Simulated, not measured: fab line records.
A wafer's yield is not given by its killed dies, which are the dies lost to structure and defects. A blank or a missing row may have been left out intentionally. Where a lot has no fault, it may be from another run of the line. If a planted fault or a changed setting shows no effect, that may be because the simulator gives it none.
Which tool did it?    flow sky130    72 wafers from 24 lots sampled at 5 of the route's 708 steps

== WHAT THE GAUGES READ, wafer by wafer ==
SKY_LI_CONTACT_RS_MEAS_22: a four-point-probe measurement. Usual: for LI_CONTACT_W_RS the level is 0.288 ohm/sq and the standard deviation is 0.0037.
lot   measured      on            LI_CONTACT_W_RS (ohm/sq)  flag
L074  day 28 11:03  filmMetro-02  0.285 0.284 0.285         
L075  day 29 00:37  filmMetro-04  0.291 0.289 0.284         
L076  day 29 07:14  filmMetro-04  0.287 0.286 0.285         
L077  day 29 20:17  filmMetro-04  0.282 0.283 0.284         
L078  day 30 12:43  filmMetro-01  0.285 0.285 0.289         
L079  day 31 02:34  filmMetro-01  0.287 0.291 0.296         
L080  day 31 08:08  filmMetro-02  0.285 0.290 0.292         
L081  day 31 11:22  filmMetro-01  0.294 0.294 0.288         
L082  day 32 03:09  filmMetro-04  0.287 0.288 0.285         
L084  day 32 09:08  filmMetro-04  0.286 0.280 0.284         
L083  day 32 10:55  filmMetro-04  0.288 0.289 0.287         
L085  day 32 12:40  filmMetro-01  0.281 0.284 0.287         
L086  day 32 23:31  filmMetro-01  0.286 0.284 0.285         
L087  day 33 08:39  filmMetro-01  0.289 0.283 0.290         
L088  day 33 12:45  filmMetro-02  0.285 0.288 0.287         
L090  day 34 21:55  filmMetro-02  0.287 0.285 0.283         
L091  day 34 22:14  filmMetro-04  0.297 0.291 0.293         
L089  day 34 22:34  filmMetro-01  0.285 0.285 0.288         
L092  day 35 00:25  filmMetro-01  0.295 0.291 0.293         
L093  day 35 09:48  filmMetro-04  0.293 0.292 0.288         
L094  day 36 02:28  filmMetro-01  0.288 0.285 0.286         
L096  day 36 21:07  filmMetro-02  0.289 0.287 0.292         
L095  day 36 21:24  filmMetro-04  0.287 0.285 0.289         
L097  day 37 01:34  filmMetro-01  0.290 0.288 0.289         

SKY_VIA2_CD_MEAS_12 targets a cd of 200 nm. Usual: cdNm reads 200.0 nm (standard deviation 1.3).
lot   measured      on        cdNm (nm)          flag
L074  day 35 11:01  cdSem-01  199.6 201.0 200.9  
L075  day 35 23:57  cdSem-02  200.1 202.2 201.6  
L076  day 36 07:55  cdSem-02  201.3 201.3 201.3  
L077  day 36 20:38  cdSem-02  199.8 199.6 199.7  
L078  day 37 11:34  cdSem-02  201.5 201.1 200.3  
L079  day 38 01:35  cdSem-01  199.1 199.6 199.5  
L080  day 38 05:41  cdSem-02  198.7 198.8 198.1  
L081  day 38 09:16  cdSem-02  200.3 199.6 200.7  
L082  day 38 23:19  cdSem-01  197.9 197.0 198.2  
L084  day 39 05:32  cdSem-01  198.4 198.8 199.5  
L083  day 39 07:53  cdSem-02  201.7 201.3 201.1  
L085  day 39 08:57  cdSem-02  203.2 202.9 201.4  
L086  day 39 18:07  cdSem-01  197.6 199.7 198.8  
L087  day 40 02:13  cdSem-01  200.4 200.5 200.2  
L088  day 40 07:35  cdSem-02  202.1 200.7 200.8  
L090  day 41 13:35  cdSem-02  198.8 198.4 199.8  
L091  day 41 13:41  cdSem-01  200.5 200.0 199.6  
L089  day 41 14:17  cdSem-01  200.1 199.7 199.2  
L092  day 41 15:28  cdSem-01  198.8 200.0 198.5  
L093  day 42 00:16  cdSem-02  199.5 200.0 199.8  
L094  day 42 15:47  cdSem-02  199.2 198.6 199.5  
L096  day 43 07:58  cdSem-02  201.5 201.4 201.5  
L095  day 43 08:19  cdSem-01  197.3 198.7 198.5  
L097  day 43 12:47  cdSem-02  200.0 201.7 200.7  

SKY_VIA3_CD_MEAS_12 targets a cd of 200 nm. Usual: cdNm reads 200.2 nm (standard deviation 1.5).
lot   measured      on        cdNm (nm)          flag
L074  day 38 20:16  cdSem-01  200.2 200.2 199.7  
L075  day 39 08:37  cdSem-01  200.0 198.9 198.6  
L076  day 39 16:17  cdSem-02  202.3 201.9 201.7  
L077  day 40 03:04  cdSem-02  201.3 200.9 200.8  
L078  day 40 17:47  cdSem-01  196.9 196.2 196.7  
L079  day 41 08:17  cdSem-02  197.8 198.1 198.3  
L080  day 41 11:44  cdSem-02  201.6 200.1 201.7  
L081  day 41 18:47  cdSem-01  199.8 200.5 199.6  
L082  day 42 02:34  cdSem-01  201.1 200.5 199.9  
L084  day 42 10:15  cdSem-01  202.0 201.2 202.2  
L083  day 42 12:40  cdSem-01  202.5 201.5 200.8  
L085  day 42 13:03  cdSem-02  198.6 198.0 199.5  
L086  day 42 22:22  cdSem-01  203.2 202.5 203.3  
L087  day 43 03:54  cdSem-01  199.1 199.5 199.2  
L088  day 43 10:07  cdSem-01  198.2 199.8 197.5  
L090  day 44 13:54  cdSem-02  200.4 200.1 202.1  
L091  day 44 14:32  cdSem-02  201.8 201.5 201.1  
L089  day 44 14:35  cdSem-01  201.4 201.8 202.4  
L092  day 44 14:58  cdSem-01  200.7 198.9 199.3  
L093  day 44 23:10  cdSem-02  201.0 201.1 200.8  
L094  day 45 14:03  cdSem-02  200.2 201.2 200.7  
L096  day 46 04:04  cdSem-02  200.5 201.2 202.2  
L095  day 46 05:13  cdSem-01  199.6 200.1 199.9  
L097  day 46 09:17  cdSem-01  198.8 199.8 198.8  

== EACH LOT AND THE TOOL THAT RAN IT (in order: tool; ch and the chambers of the sampled wafers; start) ==
lot   SKY_LI_CONTACT_STRIP_16              SKY_METAL3_SPUTTER_04
L074  plasmaAsher-03 ch 0,1, day 28 10:30  pvdSputter-03, day 35 12:41
L075  plasmaAsher-02 ch 0,1, day 29 00:02  pvdSputter-02, day 36 01:33
L076  plasmaAsher-01 ch 0,1, day 29 06:39  pvdSputter-03, day 36 09:31
L077  plasmaAsher-03 ch 0,1, day 29 19:41  pvdSputter-03, day 36 22:15
L078  plasmaAsher-01 ch 0,1, day 30 12:09  pvdSputter-04, day 37 13:32
L079  plasmaAsher-03 ch 0,1, day 31 01:59  pvdSputter-02, day 38 03:19
L080  plasmaAsher-03 ch 0,1, day 31 07:33  pvdSputter-03, day 38 07:18
L081  plasmaAsher-02 ch 0,1, day 31 10:48  pvdSputter-04, day 38 15:41
L082  plasmaAsher-03 ch 0,1, day 32 02:36  pvdSputter-03, day 39 00:57
L084  plasmaAsher-03 ch 0,1, day 32 08:35  pvdSputter-03, day 39 07:10
L083  plasmaAsher-02 ch 0, day 32 10:21    pvdSputter-04, day 39 09:38
L085  plasmaAsher-02 ch 0,1, day 32 12:05  pvdSputter-02, day 39 10:35
L086  plasmaAsher-01 ch 0,1, day 32 22:57  pvdSputter-04, day 39 19:45
L087  plasmaAsher-03 ch 0,1, day 33 08:05  pvdSputter-02, day 40 03:50
L088  plasmaAsher-01 ch 0,1, day 33 12:12  pvdSputter-02, day 40 09:15
L090  plasmaAsher-02 ch 0,1, day 34 21:20  pvdSputter-03, day 41 15:10
L091  plasmaAsher-03 ch 0,1, day 34 21:39  pvdSputter-02, day 41 15:21
L089  plasmaAsher-01 ch 0,1, day 34 22:00  pvdSputter-04, day 41 15:55
L092  plasmaAsher-03 ch 0,1, day 34 23:50  pvdSputter-04, day 41 17:06
L093  plasmaAsher-02 ch 0,1, day 35 09:14  pvdSputter-04, day 42 01:56
L094  plasmaAsher-03 ch 0,1, day 36 01:53  pvdSputter-03, day 42 17:24
L096  plasmaAsher-02 ch 0,1, day 36 20:34  pvdSputter-04, day 43 09:38
L095  plasmaAsher-03 ch 0,1, day 36 20:51  pvdSputter-04, day 43 09:57
L097  plasmaAsher-02 ch 0,1, day 37 01:01  pvdSputter-04, day 43 14:25
- SKY_LI_CONTACT_STRIP_16: strips in O2/N2.
- SKY_METAL3_SPUTTER_04: material TiN, target thk 70 nm, time 58.3 s.

== WHAT THE TOOLS THEMSELVES READ (means of the sampled wafers that have a number; where no wafer has one, the mark that the record gives instead) ==
SKY_LI_CONTACT_STRIP_16. Usual: drypumpMotorCurrentA 5.8 A, standard deviation 0.48; o2FlowSccm 2999 sccm, standard deviation 8.8; oesProductAu 0.375 a.u., standard deviation 0.0046; stripTimeToEndpointS 3.49 s, standard deviation 0.033.
lot   tool            drypumpMotorCurrentA (A)  o2FlowSccm (sccm)  oesProductAu (a.u.)  stripTimeToEndpointS (s)  flag
L074  plasmaAsher-03  5.7                       3004               0.370                3.51                      
L075  plasmaAsher-02  6.0                       2995               0.375                3.47                      
L076  plasmaAsher-01  5.2                       2998               0.372                3.50                      
L077  plasmaAsher-03  5.7                       3007               0.373                3.49                      
L078  plasmaAsher-01  5.2                       3003               0.377                3.51                      
L079  plasmaAsher-03  6.1                       2993               0.381                3.54                      
L080  plasmaAsher-03  5.8                       2999               0.375                3.51                      
L081  plasmaAsher-02  6.0                       3005               0.375                3.53                      
L082  plasmaAsher-03  6.1                       3002               0.377                3.46                      
L084  plasmaAsher-03  6.1                       3005               0.373                3.49                      
L083  plasmaAsher-02  5.9                       3003               0.377                3.52                      
L085  plasmaAsher-02  6.0                       2995               0.377                3.50                      
L086  plasmaAsher-01  5.1                       3005               0.377                3.50                      
L087  plasmaAsher-03  5.7                       3002               0.375                3.49                      
L088  plasmaAsher-01  5.2                       3001               0.376                3.53                      
L090  plasmaAsher-02  6.0                       2995               0.380                3.53                      
L091  plasmaAsher-03  5.7                       2997               0.372                3.44                      
L089  plasmaAsher-01  5.2                       2997               0.374                3.48                      
L092  plasmaAsher-03  5.7                       2998               0.377                3.46                      
L093  plasmaAsher-02  6.0                       3002               0.374                3.53                      
L094  plasmaAsher-03  5.7                       2996               0.378                3.49                      
L096  plasmaAsher-02  6.0                       3000               0.379                3.48                      
L095  plasmaAsher-03  6.1                       2994               0.378                3.46                      
L097  plasmaAsher-02  6.0                       2993               0.372                3.47                      

SKY_METAL3_SPUTTER_04. Usual: throttleValvePct reads 30.1 % (standard deviation 1.3).
lot   tool           throttleValvePct (%)  flag
L074  pvdSputter-03  30.0                  
L075  pvdSputter-02  30.0                  
L076  pvdSputter-03  29.8                  
L077  pvdSputter-03  30.1                  
L078  pvdSputter-04  31.3                  
L079  pvdSputter-02  29.5                  
L080  pvdSputter-03  30.1                  
L081  pvdSputter-04  30.1                  
L082  pvdSputter-03  30.4                  
L084  pvdSputter-03  30.8                  
L083  pvdSputter-04  29.9                  
L085  pvdSputter-02  29.8                  
L086  pvdSputter-04  30.0                  
L087  pvdSputter-02  30.1                  
L088  pvdSputter-02  29.6                  
L090  pvdSputter-03  30.0                  
L091  pvdSputter-02  29.6                  
L089  pvdSputter-04  31.1                  
L092  pvdSputter-04  31.3                  
L093  pvdSputter-04  29.9                  
L094  pvdSputter-03  30.1                  
L096  pvdSputter-04  28.8                  
L095  pvdSputter-04  30.9                  
L097  pvdSputter-04  30.8                  

== THE ANSWER, worked out from the rows above alone ==
Rule: a lot is off if the mean of its wafers that have a number lies more than 3 standard deviations from the usual mean. Also off: a lot with no number at a reading for which 4 or more lots have one. The other lots that the step has rows for count as sound. First the gauges in route order, then the tools' own readings, where a lot's mean is used as printed above. The first step at which some lot is off is used, and at that step the reading that is off furthest; a lot without a number counts as furthest.
Nothing can be told from this: no lot is off at any reading shown.

== WHAT WAS PUT IN BY THE SIMULATOR ==
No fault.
